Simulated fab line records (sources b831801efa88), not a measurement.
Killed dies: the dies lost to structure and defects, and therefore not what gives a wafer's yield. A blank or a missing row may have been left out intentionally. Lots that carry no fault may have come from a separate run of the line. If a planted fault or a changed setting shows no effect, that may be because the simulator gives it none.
fab line records	flow sky130
record lots=6	wafers=18	last_day=49
route steps=708 shown POLY_GATE@234 LDD_N@237 PAD_OPEN@708
lots untouched by any fault: they come from a run of this same line in which no faults occurred
start_h: start of the lot's first displayed wafer, in hours after the record's first day	wait_h: how many hours have passed since the lot's step before this one	" same as the row above	L1.1+2: a row that stands for several wafers	- no value present, or no start provided	* or withheld: withheld	< > ~ a bound
route shown NAME@n: names a module that has steps shown in the file, with the first one's number in the route	usual: mean/standard deviation taken from wafers without a fault	same: alike in all rows	chamber/n: place in a boat	sites: each site's reading	_std_site: standard deviation across them	_edge_site: the outer-site mean with the inner-site mean subtracted	radius_mm: how far each site lies from the wafer's centre	mask NAME#n: copy n	behind: the most recent tool/chamber to have shaped the wafer	hold: why the lot went on hold/how many hours it stayed there/how the hold came to an end	device: names the non-switching transistor (n, p or np)	end of line: the same wafers' tests at the end of the route	a step without rows: its recipe alone	killed: dies that structure and defects cost at the first sort, which is not the same as the wafer's yield	map: a wafer's dies, marking killed ones x, the rest . and places with no die _
set.NAME: the run value of the setting; set.NAME@STEP: its run value at that earlier step	model.NAME: the simulator's own value behind a step, which no gauge read
lots seen at some steps along the route; tables by step, rows by wafer
services: when a tool's chamber went out of use (start_h, in hours from the record's first day, below 0 if earlier), for how many hours, and the reason
## steps
# step SKY_POLY_GATE_OXIDATION_20
# recipe temp_c=850	ambient=O2	stabilise_s=600	purge_s=300	target_thk_a=40	ox_time_s=899
# step SKY_POLY_GATE_THK_MEAS_21
# recipe reads=SiO2_of_POLY_GATE_OXIDATION_20
# usual POLY_GATE_OXIDATION_THK=4.01/0.075
lot.wafer	tool	chamber	start_h	wait_h	POLY_GATE_OXIDATION_THK[nm]
L161.2	film_metro-01	-	490.64	0.0	4.03
L161.3	"	-	"	"	4.03
L161.5	"	-	"	"	4.02
L162.3	film_metro-01	-	490.71	0.1	4.22
L162.5	"	-	"	"	4.21
L162.6	"	-	"	"	4.16
L168.1	film_metro-03	-	491.29	0.0	3.91
L168.3	"	-	"	"	3.96
L168.4	"	-	"	"	3.94
L169.3	film_metro-03	-	495.21	0.0	4.03
L169.5	"	-	"	"	4.03
L169.6	"	-	"	"	4.03
L173.1	film_metro-03	-	521.51	0.0	3.90
L173.3	"	-	"	"	3.90
L173.6	"	-	"	"	3.90
L175.1	film_metro-04	-	538.75	0.0	3.90
L175.3	"	-	"	"	3.98
L175.6	"	-	"	"	3.89
# step SKY_POLY_GATE_CD_MEAS_22
# usual cd_nm=149/3.3
lot.wafer	tool	chamber	start_h	wait_h	cd_nm
L161.2	cd_sem-01	-	490.72	0.1	152
L161.3	"	-	"	"	147
L161.5	"	-	"	"	145
L162.3	cd_sem-02	-	490.91	0.2	145
L162.5	"	-	"	"	151
L162.6	"	-	"	"	151
L168.1	cd_sem-02	-	491.35	0.1	153
L168.3	"	-	"	"	147
L168.4	"	-	"	"	149
L169.3	cd_sem-02	-	495.30	0.1	152
L169.5	"	-	"	"	151
L169.6	"	-	"	"	149
L173.1	cd_sem-01	-	521.57	0.1	154
L173.3	"	-	"	"	142
L173.6	"	-	"	"	156
L175.1	cd_sem-02	-	538.81	0.1	154
L175.3	"	-	"	"	153
L175.6	"	-	"	"	144
# step SKY_LDD_N_DEHYDRATE_00
# recipe temp_c=200	time_s=60
# step SKY_LDD_N_HMDS_01
# recipe prime_time_s=60	prime_temp_c=120
# step SKY_LDD_N_COAT_02
# recipe resist=NOVOLAK	spin_rpm=3000	resist_thk_nm=300
# step SKY_LDD_N_SOFTBAKE_03
# recipe temp_c=90	time_s=60	resist=NOVOLAK
# step SKY_LDD_N_EXPOSE_04
# recipe mask_id=NTM	target_cd_nm=840	na=0.6	source_shape=conventional	sigma_outer=0.6	dose_mj=110
# step SKY_LDD_N_PEB_05
# recipe temp_c=withheld	time_s=*	resist=NOVOLAK
# step SKY_LDD_N_DEVELOP_06
# recipe develop_time_s=60	dev_temp_c=23
# step SKY_LDD_N_OVL_MEAS_07
# usual LDD_N_OVL=0.3/1.2
lot.wafer	tool	chamber	start_h	wait_h	LDD_N_OVL[nm]
L161.2	overlay-01	-	521.27	0.1	-0.3
L161.3	"	-	"	"	-0.6
L161.5	"	-	"	"	-0.2
L162.3	overlay-01	-	521.55	0.1	-0.8
L162.5	"	-	"	"	-0.2
L162.6	"	-	"	"	2.2
L168.1	overlay-01	-	521.84	0.1	1.0
L168.3	"	-	"	"	1.1
L168.4	"	-	"	"	-0.1
L169.3	overlay-02	-	525.80	0.1	1.3
L169.5	"	-	"	"	1.2
L169.6	"	-	"	"	0.6
L173.1	overlay-01	-	551.79	0.1	0.8
L173.3	"	-	"	"	0.4
L173.6	"	-	"	"	0.7
L175.1	overlay-01	-	568.71	0.1	-1.4
L175.3	"	-	"	"	-1.0
L175.6	"	-	"	"	-1.0
# step SKY_LDD_N_IMPLANT_08
# recipe species=As	energy_kev=20	dose_cm2=7.33e+13	tilt_deg=withheld	rotation_deg=23
# step SKY_LDD_N_IMPLANT_09
# recipe species=As	energy_kev=20	dose_cm2=7.5e+13	tilt_deg=withheld	rotation_deg=113
# usual dose_ions_cm2=7.498e+13/7.9e+10	faraday_current_uA=423/8.3
lot.wafer	tool	chamber	start_h	wait_h	dose_ions_cm2	faraday_current_uA
L161.2	implanter-04	0	521.47	0.1	7.505e+13	413
L161.3	"	0	"	"	7.502e+13	412
L161.5	"	0	"	"	7.508e+13	412
L162.3	implanter-01	0	522.40	0.1	7.512e+13	430
L162.5	"	0	"	"	7.514e+13	421
L162.6	"	0	"	"	7.511e+13	429
L168.1	implanter-01	0	523.55	0.1	4.291e+13	246
L168.3	"	0	"	"	4.278e+13	247
L168.4	"	0	"	"	4.292e+13	248
L169.3	implanter-01	0	526.02	0.1	4.267e+13	236
L169.5	"	0	"	"	4.281e+13	247
L169.6	"	0	"	"	4.276e+13	236
L173.1	implanter-04	0	551.97	0.1	7.497e+13	440
L173.3	"	0	"	"	7.507e+13	434
L173.6	"	0	"	"	7.489e+13	434
L175.1	implanter-04	0	568.90	0.1	7.509e+13	426
L175.3	"	0	"	"	7.491e+13	416
L175.6	"	0	"	"	7.501e+13	427
# step SKY_LDD_N_IMPLANT_10
# recipe species=As	energy_kev=20	dose_cm2=7.5e+13	tilt_deg=withheld	rotation_deg=203
# step SKY_LDD_N_IMPLANT_11
# recipe species=As	energy_kev=20	dose_cm2=7.5e+13	tilt_deg=withheld	rotation_deg=293
# step SKY_LDD_N_IMPLANT_12
# recipe species=BF2	energy_kev=50	dose_cm2=5e+12	tilt_deg=30	rotation_deg=0
# step SKY_LDD_N_IMPLANT_13
# recipe species=BF2	energy_kev=50	dose_cm2=5e+12	tilt_deg=30	rotation_deg=90
# step SKY_LDD_N_IMPLANT_14
# recipe species=BF2	energy_kev=50	dose_cm2=5e+12	tilt_deg=30	rotation_deg=180
# step SKY_LDD_N_IMPLANT_15
# recipe species=BF2	energy_kev=50	dose_cm2=5e+12	tilt_deg=30	rotation_deg=270
# step SKY_LDD_N_STRIP_16
# recipe chemistry=O2/N2	power_w=1400	pressure_mtorr=1500	platen_temp_c=withheld	o2_flow_sccm=3000	n2_flow_sccm=300	overash_fraction=0.5
# usual drypump_motor_current_A=5.27/0.26	oes_product_au=0.407/0.0047	strip_time_to_endpoint_s=4.314/0.014
lot.wafer	tool	chamber	start_h	wait_h	drypump_motor_current_A	oes_product_au	rf_hours_counter_h	strip_time_to_endpoint_s
L161.2	plasma_asher-01	1	522.50	0.1	4.98	0.411	43	4.313
L161.3	"	1	"	"	4.98	0.409	-	4.300
L161.5	"	0	"	"	5.51	0.408	-	4.299
L162.3	plasma_asher-01	0	523.43	0.1	5.49	0.409	-	4.315
L162.5	"	1	"	"	5.00	0.405	-	4.334
L162.6	"	0	"	"	5.50	0.411	-	4.294
L168.1	plasma_asher-01	1	524.60	0.1	5.02	0.407	43	4.228
L168.3	"	1	"	"	4.93	0.403	-	4.241
L168.4	"	0	"	"	5.50	0.408	-	4.230
L169.3	plasma_asher-02	0	527.06	0.1	5.52	0.405	-	4.245
L169.5	"	0	"	"	5.51	0.415	-	4.226
L169.6	"	1	"	"	4.92	0.410	-	4.257
L173.1	plasma_asher-02	1	553.02	0.1	4.91	0.416	14	4.311
L173.3	"	1	"	"	4.92	0.405	-	4.312
L173.6	"	1	"	"	4.93	0.411	-	4.312
L175.1	plasma_asher-02	0	569.95	0.1	5.52	0.398	16	4.288
L175.3	"	1	"	"	4.95	0.404	-	4.300
L175.6	"	1	"	"	4.94	0.407	-	4.313
# step SKY_LDD_N_TW_MEAS_17
# usual LDD_N_TW=2584/19
lot.wafer	tool	chamber	start_h	wait_h	hold	LDD_N_TW
L161.2	film_metro-02	-	522.61	0.1	-	2588
L161.3	"	-	"	"	-	2596
L161.5	"	-	"	"	-	2583
L162.3	film_metro-03	-	523.52	0.1	-	2589
L162.5	"	-	"	"	-	2597
L162.6	"	-	"	"	-	2594
L168.1	film_metro-03	-	524.70	0.1	-	2545
L168.3	"	-	"	"	-	2536
L168.4	"	-	"	"	-	2529
L169.3	film_metro-01	-	527.14	0.1	await_dispo/0.2h/release	2498
L169.5	"	-	"	"	await_dispo/0.2h/release	2506
L169.6	"	-	"	"	await_dispo/0.2h/release	2521
L169.3	film_metro-01	-	527.37	0.2	-	2503
L169.5	"	-	"	"	-	2510
L169.6	"	-	"	"	-	2514
L173.1	film_metro-03	-	553.12	0.1	-	2601
L173.3	"	-	"	"	-	2599
L173.6	"	-	"	"	-	2592
L175.1	film_metro-03	-	570.05	0.1	-	2592
L175.3	"	-	"	"	-	2602
L175.6	"	-	"	"	-	2606
# step SKY_PAD_OPEN_PROBE_99
# usual killed_at_M0_to_M3=43/7.3	killed_at_M4_up=3.5/2.2	killed_at_contacts=24/5.3	killed_at_front_end=15/4.2	killed_at_other=0.3/0.67	killed_dies=86/9.8	killed_open=47/7.2	killed_short=39/6.5
# same gross_dies=492	killed_at_back_side=0
lot.wafer	tool	chamber	start_h	wait_h	killed_at_M0_to_M3	killed_at_M4_up	killed_at_contacts	killed_at_front_end	killed_at_other	killed_dies	killed_open	killed_short	model.etest.tip_n.rs_ohm_sq
L161.2	prober-01	-	1152.66	0.1	38	2	29	18	0	87	45	42	445.4
L161.3	prober-01	-	1152.71	0.2	36	4	31	19	0	90	49	40	451.2
L161.5	prober-01	-	1152.81	0.2	41	2	32	14	0	89	45	44	452.7
L162.3	prober-01	-	1155.71	0.2	38	4	22	14	0	78	42	36	446
L162.5	prober-01	-	1155.81	0.2	30	3	22	16	0	71	39	32	448.5
L162.6	prober-01	-	1155.86	0.2	47	3	19	9	0	78	45	33	447.4
L168.1	prober-02	-	1158.61	0.1	44	3	31	19	0	97	46	51	474.6
L168.3	prober-02	-	1158.71	0.2	47	2	32	15	0	96	45	51	471.7
L168.4	prober-02	-	1158.76	0.2	38	3	17	10	0	68	36	32	476.6
L169.3	prober-02	-	1160.51	0.5	40	4	19	16	0	79	41	38	478.8
L169.5	prober-02	-	1160.61	0.5	35	4	19	14	0	72	34	38	478.4
L169.6	prober-02	-	1160.66	0.6	17	2	21	17	0	57	32	24	481.1
L173.1	prober-01	-	1171.40	0.1	56	4	26	8	0	94	42	52	439.5
L173.3	prober-01	-	1171.50	0.2	35	2	30	12	1	80	44	36	443.8
L173.6	prober-01	-	1171.65	0.2	44	2	20	15	0	81	46	35	442.3
L175.1	prober-01	-	1181.26	0.1	56	2	23	16	1	98	57	41	437.5
L175.3	prober-01	-	1181.36	0.2	49	2	25	13	0	89	57	30	439.8
L175.6	prober-01	-	1181.51	0.2	48	7	22	16	0	93	43	50	440
# killed by level:class
L161.2 VIA2:geometric_particle:open=11 CONTACT:geometric_particle:short=9 LI_CONTACT:geometric_particle:open=7 CONTACT:geometric_particle:open=7 VIA1:geometric_particle:open=7 FIELD_ISO:geometric_particle:open=6 FIELD_ISO:geometric_particle:short=5 METAL1:geometric_particle:short=5
L161.3 CONTACT:geometric_particle:open=12 VIA1:geometric_particle:open=12 LOCAL_INTERCONNECT:geometric_particle:short=9 FIELD_ISO:geometric_particle:short=7 LI_CONTACT:geometric_particle:open=6 VIA3:geometric_particle:open=6 VIA1:geometric_particle:short=5 POLY_GATE:geometric_particle:short=4
L161.5 VIA1:geometric_particle:open=13 CONTACT:geometric_particle:open=11 LOCAL_INTERCONNECT:geometric_particle:short=10 VIA2:geometric_particle:open=7 POLY_GATE:geometric_particle:short=5 CONTACT:geometric_particle:short=4 LI_CONTACT:geometric_particle:open=4 METAL2:geometric_particle:short=4
L162.3 VIA1:geometric_particle:open=10 LI_CONTACT:geometric_particle:open=9 METAL2:geometric_particle:short=8 VIA2:geometric_particle:open=7 CONTACT:geometric_particle:open=6 POLY_GATE:geometric_particle:short=6 VIA1:geometric_particle:short=4 FIELD_ISO:geometric_particle:open=3
L162.5 LI_CONTACT:geometric_particle:open=6 CONTACT:geometric_particle:open=6 POLY_GATE:geometric_particle:open=5 METAL2:geometric_particle:short=5 CONTACT:geometric_particle:short=4 VIA1:geometric_particle:open=4 VIA3:geometric_particle:open=4 FIELD_ISO:geometric_particle:short=3
L162.6 VIA1:geometric_particle:open=14 METAL2:geometric_particle:short=8 CONTACT:geometric_particle:open=7 LI_CONTACT:geometric_particle:open=6 VIA2:geometric_particle:open=6 METAL3:geometric_particle:short=4 POLY_GATE:geometric_particle:open=3 CONTACT:geometric_particle:short=3
L168.1 CONTACT:geometric_particle:open=10 VIA1:geometric_particle:open=9 METAL2:geometric_particle:short=9 LI_CONTACT:geometric_particle:open=8 METAL1:geometric_particle:short=7 CONTACT:geometric_particle:short=7 VIA3:geometric_particle:open=7 FIELD_ISO:geometric_particle:short=6
L168.3 VIA2:geometric_particle:open=10 VIA1:geometric_particle:open=9 LI_CONTACT:geometric_particle:open=7 LOCAL_INTERCONNECT:geometric_particle:short=7 CONTACT:geometric_particle:short=7 METAL2:geometric_particle:short=7 POLY_GATE:geometric_particle:short=5 LI_CONTACT:geometric_particle:short=5
L168.4 VIA3:geometric_particle:open=10 LI_CONTACT:geometric_particle:open=7 METAL1:geometric_particle:short=6 VIA2:geometric_particle:open=6 METAL2:geometric_particle:short=6 FIELD_ISO:geometric_particle:open=4 VIA2:geometric_particle:short=4 METAL4:geometric_particle:short=3
L169.3 VIA1:geometric_particle:open=9 VIA1:geometric_particle:short=7 LI_CONTACT:geometric_particle:open=6 METAL1:geometric_particle:short=6 VIA3:geometric_particle:open=6 CONTACT:geometric_particle:short=5 FIELD_ISO:geometric_particle:open=4 POLY_GATE:geometric_particle:open=4
L169.5 VIA1:geometric_particle:open=12 CONTACT:geometric_particle:open=7 METAL2:geometric_particle:short=6 LOCAL_INTERCONNECT:geometric_particle:short=6 METAL3:geometric_particle:short=5 METAL4:geometric_particle:short=4 FIELD_ISO:geometric_particle:open=3 POLY_GATE:geometric_particle:open=3
L169.6 CONTACT:geometric_particle:open=12 FIELD_ISO:geometric_particle:open=5 POLY_GATE:geometric_particle:short=5 VIA1:geometric_particle:open=5 METAL2:geometric_particle:short=5 FIELD_ISO:geometric_particle:short=4 METAL1:geometric_particle:short=3 LI_CONTACT:geometric_particle:open=2
L173.1 VIA1:geometric_particle:open=8 VIA2:geometric_particle:open=7 METAL2:geometric_particle:short=7 CONTACT:geometric_particle:open=6 METAL1:geometric_particle:short=6 VIA1:geometric_particle:short=6 VIA3:geometric_particle:open=6 LI_CONTACT:geometric_particle:short=5
L173.3 VIA1:geometric_particle:open=10 CONTACT:geometric_particle:open=10 LI_CONTACT:geometric_particle:open=8 METAL2:geometric_particle:short=6 LOCAL_INTERCONNECT:geometric_particle:short=5 FIELD_ISO:geometric_particle:open=4 POLY_GATE:geometric_particle:short=4 VIA3:geometric_particle:short=4
L173.6 CONTACT:geometric_particle:open=9 LI_CONTACT:geometric_particle:open=7 VIA1:geometric_particle:open=7 VIA2:geometric_particle:open=6 METAL1:geometric_particle:short=6 POLY_GATE:geometric_particle:open=5 POLY_GATE:geometric_particle:short=5 VIA3:geometric_particle:open=5
L175.1 VIA1:geometric_particle:open=15 CONTACT:geometric_particle:open=10 METAL2:geometric_particle:short=9 VIA3:geometric_particle:open=9 VIA2:geometric_particle:open=8 FIELD_ISO:geometric_particle:short=6 VIA1:geometric_particle:short=5 LI_CONTACT:geometric_particle:open=4
L175.3 VIA1:geometric_particle:open=13 VIA2:geometric_particle:open=11 CONTACT:geometric_particle:open=9 LI_CONTACT:geometric_particle:open=6 METAL1:geometric_particle:short=6 METAL2:geometric_particle:short=6 VIA3:geometric_particle:open=5 LOCAL_INTERCONNECT:geometric_particle:short=4
L175.6 VIA1:geometric_particle:open=12 METAL2:geometric_particle:short=7 VIA1:geometric_particle:short=7 LI_CONTACT:geometric_particle:open=7 VIA2:geometric_particle:open=5 LOCAL_INTERCONNECT:geometric_particle:short=5 METAL1:geometric_particle:short=5 POLY_GATE:geometric_particle:open=4
## services
tool	chamber	start_h	hours	kind
plasma_asher-02	-	532.27	2.8	pm
plasma_asher-01	-	550.72	28.1	pm
## key
first_sign step=SKY_LDD_N_IMPLANT_09	reading=dose_ions_cm2	direction=down	sigmas=99+	usual=*	struck=*
effect step=SKY_LDD_N_IMPLANT_09	reading=faraday_current_uA	direction=down	sigmas=22	usual=423	struck=243
effect step=SKY_LDD_N_STRIP_16	reading=strip_time_to_endpoint_s	direction=down	sigmas=5.6	usual=*	struck=*
effect step=SKY_LDD_N_TW_MEAS_17	reading=visit	direction=added
model_effect step=SKY_PAD_OPEN_PROBE_99	value=etest.tip_n.rs_ohm_sq	without=442.8	struck=476.9
met_at SKY_LDD_N_IMPLANT_09
struck_wafers L168.1,L168.3,L168.4,L169.3,L169.5,L169.6
tester_left_out L168,L169
onset_between 522.40 523.55
fault kind=process_parameter_drift	tool=implanter-01	chamber=-	onset_h=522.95	steps=SKY_LDD_N_IMPLANT_09	channel=dose_cm2	offset=*	shape=step	end_h=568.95	acts_in=*	stated=*
# tester_left_out: of these lots the tester's yield and bins aren't shown, on N5 and GAA mostly nor the transistor test; their killed dies are dies lost to structure and defects alone, not to doping, threshold or leakage, so they don't give the yield
